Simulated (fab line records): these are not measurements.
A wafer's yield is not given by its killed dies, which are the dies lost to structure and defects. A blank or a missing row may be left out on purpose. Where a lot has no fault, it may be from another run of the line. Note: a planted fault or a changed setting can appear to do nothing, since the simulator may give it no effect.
Problem report in the 8D (eight disciplines) form, filled by code | flow sky130 | the parts of the form that need people (team, actions taken, sign-off) are left out

== 1. WHAT WENT WRONG ==
oes-product-au at SKY_PAD_OPEN_ETCH_07 reads a mean of 0.850 a.u. on 6 wafers of 2 lots; wafers without a fault read 0.977 a.u. with a standard deviation of 0.0087. Measured from the usual mean, that is -15 standard deviations.
The step: etches the open film in CF4/O2, stops on AlCu, target depth 725 nm, time 161.1 s.
First seen on wafer L993.3, day 50 10:50, on rie-diel-02. The record has a number at this step for 39 wafers belonging to 13 lots. By rule, "out" or "out of limits" means more than 4 standard deviations away from the usual mean. Any other wafer with a number is counted as sound.

== 2. WHAT IT IS AND WHAT IT IS NOT ==
question                    | is                     | is not
which readings at this step | oes-product-au         | drypump-motor-current-A
which lots                  | L993, L995             | L974, L975, L978, L979, L980, L982, L983, L984, L985, L986, L996
which wafers of those lots  | all that have a number | -
read on which tools         | rie-diel-02            | rie-diel-01, rie-diel-04
when                        | from day 50 10:50      | up to then (30 sound wafers); but 3 sound wafers of L996 came after

== 3. THE SUSPECTS, EACH WITH WHAT RULES IT OUT ==
Counting: a tool stays on the suspect list if, at a process step up to the reading, it processed all lots that are out and no sound lot following the first of them.
- rie-diel-02 at SKY_PAD_OPEN_ETCH_07 (etches the open film in CF4/O2, stops on AlCu, target depth 725 nm, time 161.1 s): kept. Every lot that is out went through it, starting with L993 (day 50 10:50), and after that it ran no sound lot; the last sound lot it ran before then is L986 (day 48 23:19). Out on those wafers are its own readings of oes-product-au.
Left after counting: rie-diel-02 at SKY_PAD_OPEN_ETCH_07.

== 4. THE CAUSE (what the simulator had put in) ==
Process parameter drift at SKY_PAD_OPEN_ETCH_07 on rie-diel-02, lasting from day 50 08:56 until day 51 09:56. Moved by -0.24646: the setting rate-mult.
Counting left only this tool.

== 5. THE CHAIN OF EFFECTS, in route order ==
Each row: a reading where the mean over the struck wafers with a number is more than 3 standard deviations away from the usual. Scope: only readings with a usual standard deviation given in the record; hours: median across lots of the time from each lot's start at the first step in this table that gives one to its start at this step; sigmas: change in usual standard deviations.
hours | step                 | reading            | usual      | on struck wafers | change | sigmas
0     | SKY_PAD_OPEN_ETCH_07 | oes-product-au     | 0.977 a.u. | 0.850            | -0.127 | -15
0     | SKY_PAD_OPEN_ETCH_07 | throttle-valve-pct | 5.964 %    | 5.927            | -0.037 | -4.0
Here are the process steps it includes:
- SKY_PAD_OPEN_ETCH_07: etches the open film in CF4/O2, stops on AlCu, target depth 725 nm, time 161.1 s.

== 6. HOW IT WOULD HAVE BEEN CAUGHT EARLIER ==
In this record no reading fell out of limits until day 50 10:50, 2 hours after the fault had begun at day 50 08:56.
